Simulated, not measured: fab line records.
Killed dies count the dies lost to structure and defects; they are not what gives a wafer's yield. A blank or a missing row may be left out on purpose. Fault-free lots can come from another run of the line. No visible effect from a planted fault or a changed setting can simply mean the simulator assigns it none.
Chamber matching	flow gf180mcu	4 sister chambers for GF_STI_ETCH_14 on rie si-02
The step etches Si in HBr/Cl2/O2, target depth 360 nm, time 102.9 s. 18 wafers are shown with their chamber, then 9 later ones without.

WAFERS, EACH WITH ITS CHAMBER
wafer	chamber	oes product au (a.u.)	throttle valve pct (%)	chamber pressure mTorr (mTorr)
L999.2	0	1.010	25.650	14.990
L999.3	1	1.014	25.624	15.016
L999.6	2	1.011	25.641	15.001
L100.1	2	1.025	25.636	14.983
L100.2	0	1.009	25.657	14.993
L100.4	3	0.999	25.653	15.004
L102.3	0	1.020	25.637	15.000
L102.4	2	1.017	25.649	15.023
L102.5	3	1.003	25.665	14.988
L103.1	3	1.001	25.668	15.002
L103.4	0	1.021	25.636	14.991
L103.5	1	1.009	25.666	14.994
L105.1	0	1.009	25.645	15.010
L105.2	1	1.020	25.642	15.005
L105.3	3	1.004	25.667	14.992
L115.1	2	1.021	25.638	14.976
L115.2	0	1.007	25.633	15.007
L115.3	3	0.995	25.655	15.027

SIGNATURES (averages over the wafers above)
reading	chamber 0	chamber 1	chamber 2	chamber 3	scatter within a chamber
oes product au	1.01267	1.01433	1.01850	1.00040	0.0054
throttle valve pct	25.64300	25.64400	25.64100	25.66160	0.0108
chamber pressure mTorr	14.99850	15.00500	14.99575	15.00260	0.0143
Rule: for a wafer and a chamber, the distance is found by dividing, reading by reading, the gap between the wafer's reading and the chamber's mean by the reading's scatter, squaring, summing and taking the root. If the next closest chamber is less than 2 further off than the closest, the wafer can't be placed; otherwise it belongs to the closest. The scatter: take each reading less its chamber's mean, square it, sum over the shown wafers, divide by the number of wafers less the number of chambers, and take the root.

WAFERS WITHOUT THEIR CHAMBER
wafer	oes product au (a.u.)	throttle valve pct (%)	chamber pressure mTorr (mTorr)
L116.1	1.024	25.644	15.024
L116.3	1.018	25.634	14.998
L116.5	1.020	25.648	14.985
L117.3	1.011	25.647	14.968
L117.4	1.012	25.647	14.985
L117.5	1.010	25.639	14.984
L122.2	1.009	25.642	15.000
L122.3	1.002	25.658	15.010
L122.5	1.011	25.668	14.982

EACH ONE'S CHAMBER
wafer	from the rows above	in truth
L116.1	can't be placed: 1 or 2 or 0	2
L116.3	can't be placed: 2 or 1 or 0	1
L116.5	can't be placed: 2 or 0 or 1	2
L117.3	can't be placed: 0 or 2 or 1 or 3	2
L117.4	can't be placed: 0 or 1 or 2 or 3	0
L117.5	can't be placed: 0 or 1 or 2 or 3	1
L122.2	can't be placed: 0 or 1 or 2 or 3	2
L122.3	can't be placed: 3 or 0 or 1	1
L122.5	can't be placed: 3 or 0 or 1 or 2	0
Correctly placed: 0 of 9. Can't be placed from these rows: 9 (the true chamber is among the candidates in 9). Wrongly placed: 0.
